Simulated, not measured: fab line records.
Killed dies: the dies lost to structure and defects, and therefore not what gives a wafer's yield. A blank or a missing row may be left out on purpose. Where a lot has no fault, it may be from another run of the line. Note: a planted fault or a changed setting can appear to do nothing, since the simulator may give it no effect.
The tool behind it: which one? -- flow gf180mcu -- 12 lots with 33 wafers sampled at 4 steps, on a route of 602 steps

WHAT THE GAUGES SHOWED, per wafer
GF_HV_LDD_TW_MEAS_11.
lot,measured,on,HV_LDD_TW
L234,day 9 20:07,film-metro-04,2396 2402 2409
L235,day 10 07:50,film-metro-01,2424 2429 2424
L237,day 10 19:27,film-metro-01,2426 2425 2433
L238,day 11 06:57,film-metro-01,2396 2411 2421
L239,day 11 15:12,film-metro-04,2376 2389 2395
L242,day 12 13:04,film-metro-03,2438 2426 2427
L245,day 13 08:34,film-metro-03,2282 2423 2285 2414
L246,day 13 13:31,film-metro-03,2289 2275 2292 2295
L248,day 14 10:46,film-metro-01,2281 2414 2281 2411
L252,day 15 22:42,film-metro-01,2390 2389 2392
L253,day 16 06:17,film-metro-01,2424 2414 2420
L256,day 17 00:28,film-metro-03,2420 2413 2414

GF_HV_LDD_TW_MEAS_23.
lot,measured,on,HV_LDD_2_TW
L234,day 10 14:17,film-metro-03,1062 1062 1059
L235,day 11 01:49,film-metro-04,1051 1047 1051
L237,day 11 14:22,film-metro-01,1049 1051 1050
L238,day 12 01:19,film-metro-01,1049 1053 1051
L239,day 12 11:13,film-metro-04,1042 1050 1043
L242,day 13 09:04,film-metro-03,1053 1054 1058
L245,day 14 05:31,film-metro-03,1055 1058
L246,day 14 11:04,film-metro-01,1053 1052
L248,day 15 08:18,film-metro-01,1038 1047
L252,day 16 20:49,film-metro-04,1051 1048 1050
L253,day 17 04:23,film-metro-04,1043 1044 1043
L256,day 17 23:34,film-metro-04,1044 1042 1036

GF_HV_LDD_RS_MEAS_53: a four-point-probe measurement.
lot,measured,on,HV_LDD_RS (ohm/sq)
L234,day 12 04:49,film-metro-03,418.7 418.6 418.6
L235,day 12 18:31,film-metro-04,419.9 419.5 420.2
L237,day 13 07:20,film-metro-01,420.0 419.6 419.1
L238,day 13 18:31,film-metro-04,418.8 418.9 420.3
L239,day 14 05:33,film-metro-04,418.4 418.2 416.7
L242,day 15 04:04,film-metro-03,418.8 419.2 418.7
L245,day 16 01:44,film-metro-03,456.5 418.0 456.4 417.7
L246,day 16 06:57,film-metro-04,455.0 455.6 455.3 456.1
L248,day 17 05:05,film-metro-03,455.8 418.7 456.3 418.1
L252,day 18 20:38,film-metro-01,416.1 417.8 417.5
L253,day 19 02:53,film-metro-03,419.3 418.3 418.3
L256,day 20 00:36,film-metro-04,418.9 419.0 419.3

EACH LOT AND THE TOOL THAT RAN IT (in order: tool; ch and the chambers of the sampled wafers; start)
lot,GF_HV_LDD_IMPLANT_09
L234,"implanter-03 ch 0, day 9 19:54"
L235,"implanter-03 ch 0, day 10 07:35"
L237,"implanter-04 ch 0, day 10 19:12"
L238,"implanter-03 ch 0, day 11 06:42"
L239,"implanter-04 ch 0, day 11 14:57"
L242,"implanter-04 ch 0, day 12 12:49"
L245,"implanter-04 ch 0, day 13 08:20"
L246,"implanter-04 ch 0, day 13 13:16"
L248,"implanter-04 ch 0, day 14 10:31"
L252,"implanter-03 ch 0, day 15 22:27"
L253,"implanter-03 ch 0, day 16 06:04"
L256,"implanter-03 ch 0, day 17 00:13"
- GF_HV_LDD_IMPLANT_09

WHAT THE TOOLS THEMSELVES READ (means of the sampled wafers that have a number; where no wafer has one, the mark that the record gives instead)
GF_HV_LDD_IMPLANT_09.
lot,tool,beam-on-s (s),faraday-current-uA,tilt-deg (degrees)
L234,implanter-03,9.83,572,6.999
L235,implanter-03,9.91,567,6.973
L237,implanter-04,10.33,545,6.980
L238,implanter-03,9.96,566,6.999
L239,implanter-04,10.07,560,6.987
L242,implanter-04,9.96,565,6.988
L245,implanter-04,8.97,630,7.002
L246,implanter-04,8.17,689,6.983
L248,implanter-04,9.19,617,7.016
L252,implanter-03,9.91,569,7.001
L253,implanter-03,9.98,564,7.027
L256,implanter-03,9.87,572,6.960

THE ANSWER, worked out from the rows above alone
Rule: the lots themselves supply what counts as usual. Put in order of their means at a reading, lots are off if they are a third of the lots or fewer, leave a main group of 4 or more, and stand apart from it by a gap of 3 or more times the standard deviation of the main group's means; of several such gaps the widest counts. If all means in a main group match to the digits the tables above print for the reading, that group is not used. Also off: a lot with no number at a reading for which 4 or more lots have one. Any other lot the step has rows for is counted as sound. After the gauges, taken in route order, come the tools' own readings; for these a lot's mean is taken, as printed above. The first step at which some lot is off is used, and at that step the reading that is off furthest; a lot without a number counts as furthest.
Off: L245, L246, L248, at GF_HV_LDD_RS_MEAS_53 (HV_LDD_RS). For the main group the mean is 418.8 ohm/sq and the standard deviation 0.82.
A tool fits if, at a process step before that reading, it ran every lot that is off, and no sound lot after the first of them. The gauges at GF_HV_LDD_RS_MEAS_53 aren't tried: what is off there is off at GF_HV_LDD_IMPLANT_09 too, on other tools, and a gauge's error can't cause that. One fits: implanter-04 at GF_HV_LDD_IMPLANT_09. Its last sound lot is L242 (day 12 12:49), its first lot that is off L245 (day 13 08:20): a fault that began between those two fits.
The tool's own readings at GF_HV_LDD_IMPLANT_09 bear it out: on the lots that are off they differ by more than 5 times the standard deviation of the sound lots' means. beam-on-s reads 8.78 s there against 9.98 s on the sound lots; faraday-current-uA reads 645 there against 564 on the sound lots.

WHAT THE SIMULATOR HAD INSERTED
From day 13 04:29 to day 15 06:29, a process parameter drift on implanter-04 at GF_HV_LDD_IMPLANT_09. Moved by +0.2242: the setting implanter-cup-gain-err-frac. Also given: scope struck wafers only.
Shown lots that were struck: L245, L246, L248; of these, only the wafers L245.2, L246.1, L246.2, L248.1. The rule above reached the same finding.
